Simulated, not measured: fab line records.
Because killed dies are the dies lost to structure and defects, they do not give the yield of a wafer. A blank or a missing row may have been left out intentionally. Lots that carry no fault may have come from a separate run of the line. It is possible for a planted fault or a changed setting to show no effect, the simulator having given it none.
A single fault, viewed from 2 desks ; flow gf180mcu ; every desk sees just its own numbers, and what lay behind them comes last

## THE METROLOGY DESK
Lot by lot, what the gauges showed, no matter which tool ran the lot: averages of those sampled wafers that carry a number. A lot is out of limits, marked OUT, if its mean lies more than 4 standard deviations from the usual mean; the brackets give that distance.
Columns: A = cd_nm at GF_M4_CD_MEAS_14, usual 279.6 nm
lot;first seen here;A
L266;day 24 04:52;279.3
L267;day 24 09:53;280.4
L268;day 24 22:10;278.5
L269;day 25 04:55;279.7
L270;day 25 19:31;278.6
L271;day 26 01:43;278.6
L272;day 26 05:16;278.6
L273;day 26 08:49;280.5
L274;day 26 23:52;279.9
L285;day 29 22:22;279.4
L286;day 30 09:56;277.1
L287;day 30 14:01;280.4
This desk's verdict: no lot among the 12 shows anything out of limits.

## FOR THE TOOL OWNER'S DESK: plasma_asher-04
The tool's own readings at GF_M4_STRIP_17 (strips in O2/N2): means of the sampled wafers that have a number, for each lot that ran on this tool. A lot is out of limits, marked OUT, if its mean lies more than 4 standard deviations from the usual mean; the brackets give that distance.
Columns: A = chamber_pressure_mTorr at GF_M4_STRIP_17, usual 1500.0 mTorr; B = drypump_motor_current_A at GF_M4_STRIP_17, usual 6.1 A; C = heater_power_w at GF_M4_STRIP_17, usual 351 W; D = oes_product_au at GF_M4_STRIP_17, usual 0.557 a.u.; E = strip_time_to_endpoint_s at GF_M4_STRIP_17, usual 7.88 s
lot;first seen here;A;B;C;D;E
L266;day 24 05:08;1499.1;6.6;368;0.559;7.94
L267;day 24 10:09;1499.4;6.5;349;0.553;7.85
L268;day 24 22:28;1499.4;6.4;346;0.557;7.83
L272;day 26 05:32;1499.8;6.5;359;0.554;7.91
L273;day 26 09:05;1499.1;6.5;355;0.554;7.81
L274;day 27 00:08;1600.6 (+77) OUT;6.4;343;0.556;7.78
L287;day 30 14:17;1500.9;6.4;343;0.559;7.91
This desk finds L274 out of limits, L274 being first, at day 27 00:08 (chamber_pressure_mTorr at GF_M4_STRIP_17). Within limits: L266, L267, L268, L272, L273, L287.

## PUT TOGETHER
On L274, at day 27 00:08, an alarm was possible from the tool owner's desk.
Nothing out of limits was seen by the metrology desk.
The metrology desk has L274 on record, within its limits.
Every lot named ran GF_M4_STRIP_17 on plasma_asher-04.

## WHAT HAD BEEN PUT IN BY THE SIMULATOR
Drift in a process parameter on plasma_asher-04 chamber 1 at GF_M4_STRIP_17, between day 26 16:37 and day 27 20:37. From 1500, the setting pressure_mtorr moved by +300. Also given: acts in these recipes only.
Struck lots among those shown: L274.
Time in hours from fault onset to the first out-of-limits reading at each desk: the tool owner's desk, 8.
